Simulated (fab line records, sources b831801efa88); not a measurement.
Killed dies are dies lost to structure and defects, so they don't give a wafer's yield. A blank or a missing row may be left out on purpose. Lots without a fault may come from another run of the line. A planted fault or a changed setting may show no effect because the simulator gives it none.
Which tool did it? | flow sky130 | 15 lots, 44 wafers sampled, at 4 steps of a route of 708

WHAT THE GAUGES READ, wafer by wafer
SKY_DNWELL_TW_MEAS_09. Usual: DNWELL_TW 1119, standard deviation 8.5.
lot  | measured    | on            | DNWELL_TW      | flag
L921 | day 3 14:48 | film_metro-03 | 1113 1117 1109 |
L923 | day 3 20:18 | film_metro-03 | 1114 1111 1103 |
L924 | day 4 02:49 | film_metro-03 | 1111 1114 1108 |
L925 | day 4 05:42 | film_metro-03 | 1107 1113 1108 |
L926 | day 4 10:00 | film_metro-03 | 1107 1108 1101 |
L928 | day 4 19:24 | film_metro-04 | 1117 1122 1117 |
L929 | day 5 03:10 | film_metro-03 | 1115 1122      |
L931 | day 5 09:46 | film_metro-02 | 1117 1115 1115 |
L932 | day 5 14:47 | film_metro-04 | 1123 1124 1120 |
L933 | day 6 00:11 | film_metro-02 | 1128 1127 1128 |
L934 | day 6 07:36 | film_metro-03 | 1114 1114 1118 |
L938 | day 6 23:41 | film_metro-02 | 1127 1130 1129 |

SKY_NWELL_TW_MEAS_26. Usual: NWELL_2_TW 497, standard deviation 3.6.
lot  | measured    | on            | NWELL_2_TW  | flag
L921 | day 5 16:59 | film_metro-03 | 497 495 493 |
L923 | day 6 01:15 | film_metro-03 | 491 491 493 |
L924 | day 6 07:31 | film_metro-04 | 501 499 499 |
L925 | day 6 11:18 | film_metro-04 | 499 496 498 |
L926 | day 6 13:46 | film_metro-04 | 499 500 500 |
L928 | day 7 03:28 | film_metro-03 | 492 492 493 |
L929 | day 7 12:18 | film_metro-04 | 499 499     |
L931 | day 7 19:28 | film_metro-02 | 498 497 497 |
L932 | day 8 01:17 | film_metro-03 | 494 495 493 |
L933 | day 8 12:48 | film_metro-03 | 496 493 490 |
L934 | day 8 20:59 | film_metro-04 | 502 504 505 |
L938 | day 9 16:04 | film_metro-02 | 501 501 502 |

WHICH TOOL RAN EACH LOT (tool, then ch and the chambers of the sampled wafers, then the start)
lot  | SKY_FIELD_ISO_OXIDATION_22   | SKY_NWELL_STRIP_14
L921 | furnace-02 ch 0, day 2 12:14 | plasma_asher-03 ch 0,1, day 5 00:12
L923 | furnace-02 ch 0, day 2 20:16 | plasma_asher-03 ch 0,1, day 5 07:20
L924 | furnace-02 ch 0, day 3 00:26 | plasma_asher-01 ch 0,1, day 5 12:31
L925 | furnace-01 ch 0, day 3 06:15 | plasma_asher-01 ch 0,1, day 5 16:16
L926 | furnace-01 ch 0, day 3 10:41 | plasma_asher-01 ch 0,1, day 5 18:37
L928 | furnace-02 ch 0, day 3 21:05 | plasma_asher-01 ch 1, day 6 08:03
L929 | furnace-01 ch 0, day 4 03:02 | plasma_asher-03 ch 1, day 6 16:35
L931 | furnace-01 ch 0, day 4 10:33 | plasma_asher-01 ch 0,1, day 6 23:15
L932 | furnace-01 ch 0, day 4 16:19 | plasma_asher-04 ch 0,1, day 7 04:36
L933 | furnace-01 ch 0, day 4 21:22 | plasma_asher-01 ch 0,1, day 7 15:38
L934 | furnace-02 ch 0, day 5 03:49 | plasma_asher-04 ch 0,1, day 7 23:40
L938 | furnace-01 ch 0, day 5 22:53 | plasma_asher-03 ch 0,1, day 8 17:31
L942 | furnace-01, day 6 20:26      | -
L943 | furnace-01, day 7 00:28      | -
L944 | furnace-02, day 7 04:13      | -
- SKY_FIELD_ISO_OXIDATION_22: stabilise 600 s, purge 300 s, target thk 10 nm.
- SKY_NWELL_STRIP_14: strips in O2/N2.

WHAT THE TOOLS THEMSELVES READ (means of the sampled wafers that have a number; where no wafer has one, the mark that the record gives instead)
SKY_FIELD_ISO_OXIDATION_22. Usual: ox_temp_c 950.1 C, standard deviation 0.37; ox_temp_c_max 954.3, standard deviation 1.4; zone_power_bottom_pct 29.1 %, standard deviation 1.8.
lot  | tool       | ox_temp_c (C) | ox_temp_c_max | zone_power_bottom_pct (%) | flag
L921 | furnace-02 | 949.7         | 955.8         | 31.8                      |
L923 | furnace-02 | 949.7         | 955.3         | 31.7                      |
L924 | furnace-02 | 949.9         | 956.5         | 31.5                      |
L925 | furnace-01 | 949.8         | 953.2         | 27.8                      |
L926 | furnace-01 | 950.5         | 954.0         | 27.8                      |
L928 | furnace-02 | 950.2         | 956.0         | 31.7                      |
L929 | furnace-01 | 949.9         | 954.4         | 28.1                      |
L931 | furnace-01 | 949.8         | 953.1         | 28.0                      |
L932 | furnace-01 | 950.3         | 953.0         | 28.1                      |
L933 | furnace-01 | 950.2         | 953.1         | 27.8                      |
L934 | furnace-02 | 950.0         | 956.9         | 31.6                      |
L938 | furnace-01 | 950.1         | 953.3         | 27.9                      |
L942 | furnace-01 | -             | -             | -                         | OFF
L943 | furnace-01 | -             | -             | -                         | OFF
L944 | furnace-02 | -             | -             | -                         | OFF

SKY_NWELL_STRIP_14. Usual: drypump_motor_current_A 5.7 A, standard deviation 0.44; n2_flow_sccm 300.0 sccm, standard deviation 0.82; oes_product_au 0.722 a.u., standard deviation 0.0041; strip_time_to_endpoint_s 36.91 s, standard deviation 0.1.
lot  | tool            | drypump_motor_current_A (A) | n2_flow_sccm (sccm) | oes_product_au (a.u.) | strip_time_to_endpoint_s (s) | flag
L921 | plasma_asher-03 | 5.5                         | 301.2               | 0.721                 | 36.94                        |
L923 | plasma_asher-03 | 5.4                         | 300.2               | 0.722                 | 36.84                        |
L924 | plasma_asher-01 | 5.6                         | 300.3               | 0.723                 | 37.06                        |
L925 | plasma_asher-01 | 5.9                         | 300.3               | 0.722                 | 37.02                        |
L926 | plasma_asher-01 | 5.6                         | 299.6               | 0.720                 | 36.82                        |
L928 | plasma_asher-01 | 6.1                         | 300.5               | 0.724                 | 36.82                        |
L929 | plasma_asher-03 | 5.5                         | 299.6               | 0.724                 | 36.86                        |
L931 | plasma_asher-01 | 5.6                         | 300.4               | 0.723                 | 36.81                        |
L932 | plasma_asher-04 | 5.9                         | 299.7               | 0.724                 | 36.80                        |
L933 | plasma_asher-01 | 5.9                         | 300.1               | 0.724                 | 36.93                        |
L934 | plasma_asher-04 | 5.5                         | 301.1               | 0.724                 | 36.89                        |
L938 | plasma_asher-03 | 5.5                         | 298.9               | 0.724                 | 37.00                        |

THE ANSWER, worked out from the rows above alone
Rule: a lot is off if the mean of its wafers that have a number lies more than 3 standard deviations from the usual mean. A lot without any number at a reading at which 4 lots or more have one is off too. The other lots that the step has rows for count as sound. The gauges are gone through in route order, then the tools' own readings, and for those a lot's mean is taken as printed above. The first step at which some lot is off is used, and at that step the reading that is off furthest; a lot without a number counts as furthest.
Off: L942, L943, L944, at SKY_FIELD_ISO_OXIDATION_22 (ox_temp_c). Without a number there: L942, L943, L944.
A tool fits if, at that step or a process step before it, it ran every lot that is off, and no sound lot after the first of them. None of those tried fits.

WHAT THE SIMULATOR HAD PUT IN
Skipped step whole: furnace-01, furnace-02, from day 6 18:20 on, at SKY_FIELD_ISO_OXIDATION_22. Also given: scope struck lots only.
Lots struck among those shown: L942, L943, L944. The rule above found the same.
